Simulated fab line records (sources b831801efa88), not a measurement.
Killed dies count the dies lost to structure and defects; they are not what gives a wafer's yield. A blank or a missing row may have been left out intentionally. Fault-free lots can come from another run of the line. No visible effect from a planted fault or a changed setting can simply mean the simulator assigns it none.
The same fault as seen by 2 desks | flow gf180mcu | each desk holds nothing but its own numbers, with what lay behind them at the end

## TOOL OWNER'S DESK, implanter-01
GF_VT_IMPLANT_IMPLANT_30, tool's own readings: per-lot mean of the sampled wafers with a number, covering each lot this tool ran. The brackets show how far a lot's mean lies from the usual mean; more than 4 standard deviations puts the lot out of limits, marked OUT.
Columns: A = dose ions cm2 at GF_VT_IMPLANT_IMPLANT_30, usual 2.534e+12; B = faraday current uA at GF_VT_IMPLANT_IMPLANT_30, usual 14.28; C = tilt deg at GF_VT_IMPLANT_IMPLANT_30, usual 7.001 degrees
lot  | first seen here | A                           | B              | C
L673 | day 9 05:48     | 2.535e+12                   | 14.20          | 7.006
L675 | day 9 21:47     | 2.531e+12                   | 14.10          | 6.996
L677 | day 10 09:38    | 2.535e+12                   | 14.30          | 6.993
L681 | day 12 04:07    | 7.959e+11 (-99 or more) OUT | 4.54 (-35) OUT | 7.005
L684 | day 12 16:07    | 7.970e+11 (-99 or more) OUT | 4.53 (-35) OUT | 7.000
Finding of this desk: L681, L684 out of limits; the first was L681 at day 12 04:07, on dose ions cm2 at GF_VT_IMPLANT_IMPLANT_30. Within limits: L673, L675, L677.

## METROLOGY DESK
Lot by lot, what the gauges showed, no matter which tool ran the lot: averages of those sampled wafers that carry a number. The brackets show how far a lot's mean lies from the usual mean; more than 4 standard deviations puts the lot out of limits, marked OUT.
Columns: A = STI_CVD_03_THK at GF_STI_THK_MEAS_04, usual 206.9 nm; B = VT_IMPLANT_3_TW at GF_VT_IMPLANT_TW_MEAS_32, usual 268.9; C = MVSD_RS at GF_VT_IMPLANT_RS_MEAS_46, usual 456.5 ohm/sq; D = HV_LDD_CVD_54_THK at GF_HV_LDD_THK_MEAS_55, usual 10.04 nm
lot  | first seen here | A     | B               | C     | D
L667 | day 2 04:34     | 205.0 | 266.1           | 456.6 | 10.01
L668 | day 2 12:16     | 208.2 | 270.3           | 457.0 | 9.85
L670 | day 2 19:55     | 207.8 | 267.4           | 457.9 | 10.14
L672 | day 3 05:44     | 208.2 | 268.4           | 457.9 | 9.84
L673 | day 3 11:01     | 207.1 | 270.1           | 457.8 | 9.98
L675 | day 3 20:34     | 206.5 | 270.1           | 455.4 | 9.85
L676 | day 4 02:23     | 205.2 | 266.2           | 456.7 | 10.09
L677 | day 4 07:17     | 206.0 | 267.3           | 455.2 | 10.14
L678 | day 4 14:37     | 207.4 | 269.2           | 457.1 | 9.96
L680 | day 4 22:34     | 207.4 | 265.2           | 456.7 | 10.03
L681 | day 5 02:34     | 209.5 | 193.1 (-45) OUT | 458.7 | 10.21
L684 | day 5 19:53     | 204.3 | 194.0 (-44) OUT | 455.3 | 9.88
L687 | day 6 09:30     | 208.0 | 270.1           | 454.8 | 10.23
L686 | day 6 10:18     | 205.5 | 268.3           | 455.2 | 10.12
Per this desk, out of limits: L681, L684; the first was L681, day 12 04:22 (VT_IMPLANT_3_TW at GF_VT_IMPLANT_TW_MEAS_32). Within limits: L667, L668, L670, L672, L673, L675, L676, L677, L678, L680, L687, L686.

## PUT TOGETHER
At day 12 04:07, on L681, L684, the tool owner's desk was in a position to raise an alarm.
L681, L684 would have let the metrology desk raise an alarm at day 12 04:22.
All the named lots went through GF_VT_IMPLANT_IMPLANT_30 on implanter-01.

## WHAT HAD BEEN PUT IN BY THE SIMULATOR
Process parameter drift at GF_VT_IMPLANT_IMPLANT_30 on implanter-01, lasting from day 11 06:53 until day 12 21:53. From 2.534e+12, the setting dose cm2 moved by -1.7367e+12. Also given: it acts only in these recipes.
Shown lots that were struck: L681, L684.
Delay (hours) between the fault's onset and each desk's first out-of-limits reading: 21 at the tool owner's desk, 21 at the metrology desk.
